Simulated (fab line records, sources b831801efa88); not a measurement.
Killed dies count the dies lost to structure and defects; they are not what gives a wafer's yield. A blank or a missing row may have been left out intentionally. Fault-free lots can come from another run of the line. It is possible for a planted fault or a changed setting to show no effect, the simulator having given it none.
fab line records	flow sky130
record: lots: 13	wafers: 39	lastDay: 50
route steps=708 shown SONOS_TUNNEL@161 POLY_GATE@218 RES_XHIGH@340
lots that met no fault: from a run of the same line without faults
startH: start of the lot's first displayed wafer, in hours after the record's first day	waitH: hours since the lot's step before	" repeats the value in the row above	L1.1+2: a single row standing in for several wafers	- no value, or no start was given	* or withheld: withheld	< > ~ a bound
route shown NAME@n: a module of which the file shows steps, and the number in the route of the first	usual: average and standard deviation across the fault-free wafers	same: alike in all rows	chamber/n: place in a boat	sites: each site's reading	_std_site: standard deviation of those values	_edge_site: the outer-site mean with the inner-site mean subtracted	radiusMm: how far each site lies from the wafer's centre	mask NAME#n: copy n	behind: tool/chamber where the wafer was last shaped	hold: what put the lot on hold/how long, in hours/how the hold closed	device: which transistor (n, p or np) failed to switch	end of line: the same wafers' tests at the end of the route	a step without rows: its recipe alone	killed: count of dies lost to structure and defects at first sort (not the wafer's yield)	map: a wafer's dies, x killed, . not, _ none there
set.NAME: the setting the step ran with; set.NAME@STEP: the setting that earlier step ran with	model.NAME: the simulator's own value behind a step, which no gauge read
steps of the route over a sample of lots; a table a step, a row a wafer
services: a tool's chamber out of use, with start hour (startH, from the record's first day; less than 0 if before it), hours out, and reason
== steps ==
step: SKY_SONOS_TUNNEL_CD_MEAS_07
recipe: targetCdNm: 410
usual: cdNm: 409.9/2.5
lot.wafer	tool	chamber	startH	waitH	cdNm
L507.3	cdSem-01	-	251.30	0.1	409.7
L507.5	"	-	"	"	410.7
L507.6	"	-	"	"	412.3
L508.2	cdSem-02	-	255.64	0.1	409.8
L508.3	"	-	"	"	408.8
L508.5	"	-	"	"	410.6
L509.1	cdSem-01	-	264.21	0.1	411.7
L509.3	"	-	"	"	409.7
L509.4	"	-	"	"	409.9
L510.2	cdSem-01	-	267.44	0.1	409.6
L510.3	"	-	"	"	407.9
L510.4	"	-	"	"	407.3
L512.1	cdSem-01	-	288.81	0.1	413.3
L512.5	"	-	"	"	411.8
L512.6	"	-	"	"	411.0
L514.1	cdSem-01	-	301.56	0.1	406.5
L514.3	"	-	"	"	407.8
L514.6	"	-	"	"	407.8
L515.3	cdSem-01	-	307.06	0.1	414.3
L515.4	"	-	"	"	413.9
L515.6	"	-	"	"	414.7
L516.3	cdSem-01	-	317.10	0.1	412.6
L516.5	"	-	"	"	410.9
L516.6	"	-	"	"	410.5
L517.1	cdSem-02	-	322.61	0.1	408.0
L517.2	"	-	"	"	410.9
L517.3	"	-	"	"	407.9
L520.1	cdSem-01	-	348.11	0.1	406.6
L520.2	"	-	"	"	405.9
L520.5	"	-	"	"	405.4
L522.1	cdSem-01	-	361.06	0.1	410.4
L522.2	"	-	"	"	410.0
L522.6	"	-	"	"	407.8
L527.1	cdSem-02	-	401.26	0.1	411.4
L527.2	"	-	"	"	410.7
L527.4	"	-	"	"	412.8
L530.2	cdSem-01	-	427.64	0.1	410.7
L530.4	"	-	"	"	411.8
L530.5	"	-	"	"	410.7
step: SKY_POLY_GATE_THK_MEAS_04
recipe: reads: Si3N4_of_POLY_GATE_CVD_03
usual: POLY_GATE_CVD_03_THK: 74.9/0.82
lot.wafer	tool	chamber	startH	waitH	POLY_GATE_CVD_03_THK[nm]
L507.3	filmMetro-02	-	349.72	0.0	76.1
L507.5	"	-	"	"	76.4
L507.6	"	-	"	"	76.0
L508.2	filmMetro-02	-	355.11	0.0	74.3
L508.3	"	-	"	"	73.7
L508.5	"	-	"	"	73.6
L509.1	filmMetro-04	-	361.08	0.0	74.4
L509.3	"	-	"	"	74.5
L509.4	"	-	"	"	74.4
L510.2	filmMetro-02	-	362.44	0.0	76.3
L510.3	"	-	"	"	75.4
L510.4	"	-	"	"	75.7
L512.1	filmMetro-03	-	387.08	0.0	74.8
L512.5	"	-	"	"	76.1
L512.6	"	-	"	"	75.5
L514.1	filmMetro-02	-	398.83	0.0	75.4
L514.3	"	-	"	"	74.8
L514.6	"	-	"	"	75.6
L515.3	filmMetro-04	-	402.35	0.0	74.2
L515.4	"	-	"	"	74.2
L515.6	"	-	"	"	73.8
L516.3	filmMetro-02	-	417.20	0.0	75.2
L516.5	"	-	"	"	75.1
L516.6	"	-	"	"	75.2
L517.1	filmMetro-03	-	420.88	0.0	74.3
L517.2	"	-	"	"	74.9
L517.3	"	-	"	"	75.0
L520.1	filmMetro-02	-	456.94	0.0	74.2
L520.2	"	-	"	"	74.0
L520.5	"	-	"	"	75.0
L522.1	filmMetro-02	-	473.97	0.0	74.4
L522.2	"	-	"	"	74.8
L522.6	"	-	"	"	74.4
L527.1	filmMetro-02	-	512.96	0.0	74.5
L527.2	"	-	"	"	75.4
L527.4	"	-	"	"	75.3
L530.2	filmMetro-04	-	538.26	0.0	76.0
L530.4	"	-	"	"	75.5
L530.5	"	-	"	"	75.0
step: SKY_POLY_GATE_ETCH_17
recipe: targetDepthNm: 180	stopOn: SiO2	overEtchFrac: 0.56667	chemistry: HBr/Cl2	target: poly-Si	icpW: 400	biasW: 100	pressureMtorr: 10	HBr_flow_sccm: 150	Cl2_flow_sccm: 50	timeS: 70.5
usual: drypumpMotorCurrentA: 6.0/0.41	oesProductAu: 0.986/0.0062	throttleValvePct: 33.684/0.0094
same: overEtchFrac: 0.56667
lot.wafer	tool	chamber	startH	waitH	drypumpMotorCurrentA	oesProductAu	rfHoursCounterH	throttleValvePct
L507.3	rieSi-02	2	378.26	0.0	6.1	0.981	64	33.682
L507.5	"	1	"	"	5.5	0.985	-	33.697
L507.6	"	0	"	"	6.2	0.985	-	33.672
L508.2	rieSi-01	2	383.45	0.0	6.5	0.985	3	33.693
L508.3	"	1	"	"	6.6	0.982	5	33.687
L508.5	"	0	"	"	5.4	0.978	-	33.675
L509.1	rieSi-02	0	391.00	0.0	6.2	0.985	20	33.677
L509.3	"	1	"	"	5.5	0.988	78	33.692
L509.4	"	3	"	"	5.7	0.976	1	33.687
L510.2	rieSi-01	0	392.50	0.0	5.4	0.985	2	33.693
L510.3	"	1	"	"	6.6	0.995	5	33.674
L510.4	"	2	"	"	6.5	0.982	3	33.667
L512.1	rieSi-02	3	416.75	0.0	5.7	0.999	1	33.678
L512.5	"	2	"	"	6.1	1.001	-	33.681
L512.6	"	1	"	"	5.5	0.984	-	33.676
L514.1	rieSi-02	0	429.00	0.0	6.2	0.977	20	33.690
L514.3	"	2	"	"	6.1	0.990	65	33.692
L514.6	"	0	"	"	6.2	0.984	-	33.687
L515.3	rieSi-02	2	431.79	0.0	6.1	0.988	65	33.699
L515.4	"	3	"	"	5.7	0.986	1	33.697
L515.6	"	1	"	"	5.5	0.977	-	33.692
L516.3	rieSi-01	1	446.80	0.0	6.6	0.987	5	33.676
L516.5	"	2	"	"	6.5	0.974	-	33.673
L516.6	"	3	"	"	5.9	0.976	-	33.680
L517.1	rieSi-02	2	450.69	0.0	6.1	0.988	65	33.690
L517.2	"	1	"	"	5.5	0.985	0	33.702
L517.3	"	3	"	"	5.7	0.988	2	33.675
L520.1	rieSi-01	1	488.09	0.1	6.6	0.989	5	33.673
L520.2	"	3	"	"	5.9	0.991	14	33.682
L520.5	"	0	"	"	5.4	0.992	-	33.679
L522.1	rieSi-02	0	505.04	0.0	6.3	0.981	21	33.677
L522.2	"	1	"	"	5.5	0.989	1	33.675
L522.6	"	1	"	"	5.5	0.991	-	33.694
L527.1	rieSi-01	2	542.35	0.0	6.5	0.785	4	33.702
L527.2	"	1	"	"	6.6	0.983	6	33.697
L527.4	"	2	"	"	6.5	0.788	-	33.681
L530.2	rieSi-02	0	568.15	0.0	6.2	0.986	21	33.686
L530.4	"	2	"	"	6.1	0.995	0	33.693
L530.5	"	0	"	"	6.2	0.991	-	33.671
step: SKY_POLY_GATE_STRIP_18
recipe: chemistry: O2/N2	powerW: 1400	pressureMtorr: 1500	platenTempC: withheld	o2FlowSccm: 3000	n2FlowSccm: 300	overashFraction: 0.5
usual: drypumpMotorCurrentA: 5.3/0.34	oesProductAu: 0.360/0.0046	stripTimeToEndpointS: 3.164/0.026
lot.wafer	tool	chamber	startH	waitH	drypumpMotorCurrentA	oesProductAu	rfHoursCounterH	stripTimeToEndpointS
L507.3	plasmaAsher-03	0	378.35	0.1	6.1	0.367	-	3.213
L507.5	"	1	"	"	5.3	0.359	-	3.132
L507.6	"	0	"	"	6.1	0.362	-	3.154
L508.2	plasmaAsher-01	0	383.51	0.0	5.1	0.357	72	3.114
L508.3	"	0	"	"	5.1	0.362	-	3.164
L508.5	"	1	"	"	5.0	0.356	-	3.161
L509.1	plasmaAsher-03	1	391.05	0.0	5.4	0.356	69	3.167
L509.3	"	1	"	"	5.4	0.358	-	3.168
L509.4	"	0	"	"	6.1	0.363	-	3.196
L510.2	plasmaAsher-01	1	392.56	0.0	5.0	0.359	73	3.175
L510.3	"	0	"	"	5.1	0.362	-	3.212
L510.4	"	1	"	"	5.0	0.351	-	3.150
L512.1	plasmaAsher-04	0	416.81	0.0	5.1	0.357	27	3.154
L512.5	"	1	"	"	5.3	0.355	-	3.144
L512.6	"	0	"	"	5.1	0.362	-	3.185
L514.1	plasmaAsher-04	1	429.06	0.0	5.4	0.358	29	3.179
L514.3	"	0	"	"	5.1	0.360	-	3.196
L514.6	"	0	"	"	5.1	0.352	-	3.209
L515.3	plasmaAsher-01	0	431.88	0.1	5.1	0.357	-	3.161
L515.4	"	1	"	"	5.0	0.364	-	3.162
L515.6	"	1	"	"	5.0	0.357	-	3.186
L516.3	plasmaAsher-01	0	446.89	0.1	5.1	0.361	-	3.134
L516.5	"	0	"	"	5.1	0.359	-	3.173
L516.6	"	1	"	"	5.0	0.364	-	3.137
L517.1	plasmaAsher-03	0	450.75	0.0	6.1	0.349	75	3.139
L517.2	"	1	"	"	5.4	0.351	75	3.195
L517.3	"	1	"	"	5.4	0.361	-	3.154
L520.1	plasmaAsher-03	0	488.15	0.0	6.1	0.355	79	3.163
L520.2	"	1	"	"	5.3	0.362	79	3.214
L520.5	"	1	"	"	5.3	0.358	-	3.166
L522.1	plasmaAsher-04	0	505.10	0.0	5.1	0.354	32	3.129
L522.2	"	1	"	"	5.4	0.368	32	3.130
L522.6	"	1	"	"	5.4	0.355	-	3.141
L527.1	plasmaAsher-03	1	542.41	0.0	5.3	0.372	85	3.388
L527.2	"	0	"	"	6.1	0.353	85	3.167
L527.4	"	0	"	"	6.1	0.380	-	3.424
L530.2	plasmaAsher-01	1	568.21	0.0	5.0	0.353	15	3.156
L530.4	"	1	"	"	5.0	0.361	-	3.139
L530.5	"	1	"	"	5.0	0.357	-	3.173
step: SKY_RES_XHIGH_STRIP_08
recipe: chemistry: O2/N2	powerW: 1400	pressureMtorr: 1500	platenTempC: withheld	o2FlowSccm: 3000	n2FlowSccm: 300	overashFraction: 0.5
usual: drypumpMotorCurrentA: 5.3/0.34	oesProductAu: 0.712/0.0043	stripTimeToEndpointS: 14.27/0.035
lot.wafer	tool	chamber	startH	waitH	drypumpMotorCurrentA	oesProductAu	rfHoursCounterH	stripTimeToEndpointS
L507.3	plasmaAsher-03	1	626.55	0.1	5.3	0.712	-	14.24
L507.5	"	0	"	"	6.1	0.711	-	14.27
L507.6	"	1	"	"	5.3	0.706	-	14.30
L508.2	plasmaAsher-04	0	628.41	0.1	5.1	0.720	45	14.31
L508.3	"	1	"	"	5.4	0.712	-	14.29
L508.5	"	1	"	"	5.4	0.710	-	14.28
L509.1	plasmaAsher-01	0	638.11	0.1	5.1	0.712	21	14.25
L509.3	"	1	"	"	5.0	0.716	-	14.23
L509.4	"	0	"	"	5.1	0.708	-	14.28
L510.2	plasmaAsher-03	0	640.16	0.1	6.1	0.715	95	14.29
L510.3	"	1	"	"	5.3	0.718	-	14.24
L510.4	"	0	"	"	6.1	0.713	-	14.27
L512.1	plasmaAsher-04	0	660.76	0.1	5.1	0.706	48	14.23
L512.5	"	0	"	"	5.1	0.712	-	14.28
L512.6	"	1	"	"	5.4	0.713	-	14.30
L514.1	plasmaAsher-04	0	672.92	0.1	5.1	0.718	49	14.30
L514.3	"	0	"	"	5.1	0.715	-	14.25
L514.6	"	0	"	"	5.1	0.710	-	14.31
L515.3	plasmaAsher-01	1	686.14	0.1	5.0	0.710	-	14.21
L515.4	"	0	"	"	5.1	0.717	-	14.30
L515.6	"	0	"	"	5.1	0.709	-	14.27
L516.3	plasmaAsher-01	1	688.55	0.1	5.0	0.719	-	14.21
L516.5	"	0	"	"	5.1	0.709	-	14.22
L516.6	"	1	"	"	5.0	0.717	-	14.26
L517.1	plasmaAsher-01	1	690.96	0.1	5.0	0.708	27	14.21
L517.2	"	0	"	"	5.1	0.716	27	14.17
L517.3	"	0	"	"	5.1	0.711	-	14.21
L520.1	plasmaAsher-04	0	726.31	0.1	5.1	0.719	55	14.28
L520.2	"	1	"	"	5.4	0.713	55	14.29
L520.5	"	1	"	"	5.4	0.711	-	14.28
L522.1	plasmaAsher-01	1	744.12	0.1	5.0	0.711	32	14.29
L522.2	"	0	"	"	5.1	0.701	32	14.32
L522.6	"	0	"	"	5.1	0.706	-	14.26
L527.1	plasmaAsher-03	0	773.06	0.1	6.1	0.705	3	14.34
L527.2	"	1	"	"	5.4	0.706	3	14.28
L527.4	"	1	"	"	5.4	0.708	-	14.33
L530.2	plasmaAsher-03	1	796.91	0.1	5.4	0.702	5	14.24
L530.4	"	1	"	"	5.3	0.704	-	14.21
L530.5	"	0	"	"	6.1	0.713	-	14.21
== services ==
tool	chamber	startH	hours	kind
plasmaAsher-04	-	382.59	1.0	repair
rieSi-02	3	402.46	2.4	repair
plasmaAsher-03	-	413.24	0.7	repair
rieSi-01	-	416.72	0.3	repair
plasmaAsher-01	-	421.25	9.0	pm
plasmaAsher-01	0	421.25	9.0	ventCycle
plasmaAsher-01	1	421.25	9.0	ventCycle
plasmaAsher-01	0	430.25	-	clean
plasmaAsher-01	1	430.25	-	clean
plasmaAsher-01	-	436.25	4.5	repair
plasmaAsher-04	-	459.67	14.6	pm
plasmaAsher-04	-	474.27	28.1	pm
plasmaAsher-01	-	481.38	2.2	repair
plasmaAsher-04	-	504.01	0.9	repair
rieSi-01	3	507.48	63.7	repair
rieSi-01	-	553.27	1.6	repair
rieSi-01	0	615.62	3.3	repair
plasmaAsher-03	-	712.16	11.0	repair
plasmaAsher-03	-	721.15	3.4	repair
plasmaAsher-01	-	726.36	4.0	pm
plasmaAsher-03	-	733.75	9.0	pm
plasmaAsher-03	0	733.75	9.0	ventCycle
rieSi-02	-	762.34	0.3	repair
rieSi-01	-	763.28	0.3	repair
== key ==
firstSign: step: SKY_POLY_GATE_ETCH_17	reading: oesProductAu	direction: down	sigmas: 32	usual: 0.986	struck: 0.787
effect: step: SKY_POLY_GATE_STRIP_18	reading: stripTimeToEndpointS	direction: up	sigmas: 9.3	usual: *	struck: *
metAt SKY_POLY_GATE_ETCH_17
struckLots L527
struckWafers L527.1,L527.4
laterRowsLeftOut L527.1,L527.4
sortLeftOut L527.1,L527.4
testerLeftOut L527
notActingAt SKY_SONOS_TUNNEL_CD_MEAS_07,SKY_POLY_GATE_THK_MEAS_04,SKY_RES_XHIGH_STRIP_08
onsetBetween 446.80 542.35
fault: kind: processParameterDrift	tool: rieSi-01	chamber: 2	onsetH: 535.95	steps: SKY_POLY_GATE_ETCH_17	channel: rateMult	offset: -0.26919	shape: step	endH: 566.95
testerLeftOut: of these lots the tester's yield and bins aren't shown, on N5 and GAA mostly nor the transistor test; their killed dies are dies lost to structure and defects alone, not to doping, threshold or leakage, so they don't give the yield
sortLeftOut: the simulated sort isn't trusted on such a fault, so these wafers' sort isn't shown, and their yield isn't known
laterRowsLeftOut: the simulator's readings of these wafers behind a module that went badly wrong aren't trusted and aren't shown, but for the sort
